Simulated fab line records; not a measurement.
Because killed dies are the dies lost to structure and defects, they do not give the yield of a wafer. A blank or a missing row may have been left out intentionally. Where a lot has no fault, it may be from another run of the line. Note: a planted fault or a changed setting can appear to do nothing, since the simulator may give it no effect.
A lot that was struck, set against a sound lot	flow sfqLine	42 steps out of a route of 325
Sound: the wafers L320.2, L320.3, L320.5. Wafers struck: L332.3, L332.4, L332.6. The cause comes at the end.
Order at every step that has rows: each side's tool, ch and its chambers, its first start. Under that, the readings that differ: sound wafers	struck wafers	difference of the means	sigmas: that difference in standard deviations of wafers without a fault.
alike: readings with means less than 2 such deviations apart, plus words and numbers identical on both sides. not compared: withheld readings, readings lacking a value on some wafer, bounds such as >300 that could conceal the same value, and numbers that have no deviation in the record and whose values overlap.
The two part at a step that has a row with sigmas, a row that says differs or no value, or rows on one side only. Non-overlapping numbers with no deviation appear without sigmas and do not part them. Lack of a reading on every wafer of one side parts them only where that side has two or more wafers.

first, 6 steps without rows for these wafers: SFQ_TRILAYER_M6_LITHO_COAT_164 (resist thk 62 nm); SFQ_TRILAYER_M6_LITHO_COAT_159 (resist thk 600 nm); SFQ_TRILAYER_M6_LITHO_SOFTBAKE_163; SFQ_TRILAYER_M6_LITHO_EXPOSE_160 (exposes mask M6, target cd 500 nm); SFQ_TRILAYER_M6_LITHO_PEB_162 (peb time 60 s); SFQ_TRILAYER_M6_LITHO_DEVELOP_161 (time 60 s).
SFQ_M6_OVL_MEAS_940:
  sound on overlay-01, day 72 10:26; struck on overlay-02, day 76 06:04
  alike: M6_OVL
then, 4 steps without rows for these wafers: SFQ_TRILAYER_M6_BARC_OPEN_METAL_ETCH_206 (etches BARC in O2, target depth 125 nm, time 41.7 s); SFQ_TRILAYER_M6_ETCH_METAL_ETCH_162 (etches Nb in Cl2/Ar, stops on SiO2, target depth 240 nm, time 120 s); SFQ_TRILAYER_M6_STRIP_STRIP_163 (strips in O2); SFQ_TRILAYER_M6_STRIP_SOLV_CLEAN_164 (cleans in NMP, time 600 s).
SFQ_TRILAYER_I6_DEP_PECVD_165: deposits SiO2 from SiH4/N2O, time 111.11 s, target thk 500 nm.
  sound on pecvd-01 ch 0,1, day 72 11:27; struck on pecvd-02 ch 0,1, day 76 07:04
  alike: heaterPowerOuterW, heaterPowerW, throttleValvePct
SFQ_TRILAYER_I6_CMP_CMP_166: polishes SiO2.
  sound on cmp-01 ch 0,1,3, day 72 11:32; struck on cmp-02 ch 0,1,2, day 76 12:44
  no value came back on the struck wafers for edgeZonePressureFrac, headPressurePsi (psi), motorCurrentA (A), timeToEndpointS (s); on the sound wafers edgeZonePressureFrac reads 0.999 1.001 1.001
reading	sound	struck	difference	sigmas
model.SiO2_of_TRILAYER_I6_DEP_PECVD_165.thkNm (nm)	201.1 203.4 202.8	496.6 507.8 499.5	+298.9	
SFQ_I6_BOW_MEAS_941:
  sound on filmMetro-02, day 72 14:33; struck on filmMetro-03, day 76 15:16
  alike: I6_BOW
SFQ_TRILAYER_I6_METRO_MEASURE_167:
  sound on filmMetro-02, day 72 14:51; struck on filmMetro-03, day 76 15:45
reading	sound	struck	difference	sigmas
thkNm (nm)	201.1 203.5 202.8	496.8 508.0 499.4	+298.9	+99 or more
then, 6 steps without rows for these wafers: SFQ_TRILAYER_I6_VIA_LITHO_COAT_174 (resist thk 62 nm); SFQ_TRILAYER_I6_VIA_LITHO_COAT_169 (resist thk 650 nm); SFQ_TRILAYER_I6_VIA_LITHO_SOFTBAKE_173; SFQ_TRILAYER_I6_VIA_LITHO_EXPOSE_170 (exposes mask I6, target cd 700 nm); SFQ_TRILAYER_I6_VIA_LITHO_PEB_172 (peb time 60 s); SFQ_TRILAYER_I6_VIA_LITHO_DEVELOP_171 (time 60 s).
-- the record jumps here: 4 days lie between the struck wafers' starts before and after --
SFQ_I6_OVL_MEAS_942:
  sound on overlay-02, day 77 03:40; struck on overlay-02, day 80 09:20
  alike: I6_OVL
SFQ_TRILAYER_I6_VIA_BARC_OPEN_VIA_ETCH_235: etches BARC in O2, target depth 125 nm, time 41.7 s.
  sound on rieDiel-03 ch 1,3, day 77 03:42; struck on rieDiel-01 ch 0,1,3, day 80 09:22
  alike: drypumpMotorCurrentA, oesProductAu
  not compared: rfHoursCounterH
SFQ_TRILAYER_I6_VIA_ETCH_VIA_ETCH_172: etches SiO2 in CHF3, stops on Nb, target depth 260 nm.
  sound on rieDiel-03 ch 1,3, day 77 03:44; struck on rieDiel-01 ch 0,1,3, day 80 09:25
reading	sound	struck	difference	sigmas
oesProductAu (a.u.)	0.863 0.863 0.860	1.628 1.586 1.634	+0.754	+99 or more
model.etch.depthNm (nm)	201.1 203.4 202.8	260.2 252.8 263	+56.2	
model.I6.featureDepthNm (nm)	201.1 203.4 202.8	260.2 252.8 263	+56.2	
  alike: drypumpMotorCurrentA
then, 2 steps without rows for these wafers: SFQ_TRILAYER_I6_VIA_STRIP_STRIP_173 (strips in O2); SFQ_TRILAYER_I6_VIA_STRIP_SOLV_CLEAN_174 (cleans in NMP, time 600 s).
SFQ_TRILAYER_M7_DEP_PRE_CLEAN_176: time 22.5 s.
  sound on pvdSputter-05, day 77 04:38; struck on pvdSputter-05, day 80 10:17
reading	sound	struck	difference	sigmas
model.SiO2_of_TRILAYER_I6_DEP_PECVD_165.thkNm (nm)	193.6 195.9 195.3	489.1 500.3 492	+298.9	
SFQ_TRILAYER_M7_DEP_SPUTTER_175: material Nb, target thk 200 nm, time 133.3 s.
  sound on pvdSputter-05, day 77 04:40; struck on pvdSputter-05, day 80 10:19
  alike: throttleValvePct
SFQ_M7_RS_MEAS_943: measurement is done with a four-point probe.
  sound on filmMetro-04, day 77 04:46; struck on filmMetro-04, day 80 10:27
  alike: M7_NB_RS
then, 6 steps without rows for these wafers: SFQ_TRILAYER_M7_LITHO_COAT_182 (resist thk 62.54 nm); SFQ_TRILAYER_M7_LITHO_COAT_177 (resist thk 600 nm); SFQ_TRILAYER_M7_LITHO_SOFTBAKE_181; SFQ_TRILAYER_M7_LITHO_EXPOSE_178 (exposes mask M7, target cd 500 nm); SFQ_TRILAYER_M7_LITHO_PEB_180 (peb time 60 s); SFQ_TRILAYER_M7_LITHO_DEVELOP_179 (time 60 s).
-- the record jumps here: 4 days lie between the struck wafers' starts before and after --
SFQ_M7_OVL_MEAS_945:
  sound on overlay-01, day 77 10:12; struck on overlay-02, day 84 10:55
  alike: M7_OVL
SFQ_TRILAYER_M7_BARC_OPEN_METAL_ETCH_229: etches BARC in O2, target depth 125 nm, time 41.7 s.
  sound on rieMetal-03 ch 0,1, day 77 10:14; struck on rieMetal-01 ch 0, day 84 10:59
  alike: drypumpMotorCurrentA, oesProductAu
  not compared: rfHoursCounterH
then, 3 steps without rows for these wafers: SFQ_TRILAYER_M7_ETCH_METAL_ETCH_180 (etches Nb in Cl2/Ar, stops on SiO2, target depth 240 nm, time 120 s); SFQ_TRILAYER_M7_STRIP_STRIP_181 (strips in O2); SFQ_TRILAYER_M7_STRIP_SOLV_CLEAN_182 (cleans in NMP, time 600 s).
SFQ_TRILAYER_I7_DEP_PECVD_183: deposits SiO2 from SiH4/N2O, time 111.11 s, target thk 500 nm.
  sound on pecvd-02 ch 1,2, day 77 11:11; struck on pecvd-03 ch 0,1,2, day 84 12:41
  alike: heaterPowerOuterW, heaterPowerW, throttleValvePct
SFQ_M8_BOW_MEAS_951:
  sound on filmMetro-02, day 81 16:46; struck on filmMetro-01, day 85 02:23
reading	sound	struck	difference	sigmas
model.etest.i6.linkOhm	1.901 1.879 1.883	1e+06 1e+06 1e+06	+1e+06	
  alike: M8_BOW

## WHERE THEY PART
Last at SFQ_TRILAYER_I6_VIA_ETCH_VIA_ETCH_172 as far as this record goes, first at SFQ_TRILAYER_I6_CMP_CMP_166. Later steps at which nothing parts them and some readings are alike: SFQ_TRILAYER_M7_DEP_SPUTTER_175, SFQ_M7_RS_MEAS_943, SFQ_M7_OVL_MEAS_945, SFQ_TRILAYER_M7_BARC_OPEN_METAL_ETCH_229, SFQ_TRILAYER_I7_DEP_PECVD_183, SFQ_M8_BOW_MEAS_951.

WHY: what the simulator had put in
Whole step skipped at SFQ_TRILAYER_I6_CMP_CMP_166 on cmp-02, starting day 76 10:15. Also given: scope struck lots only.
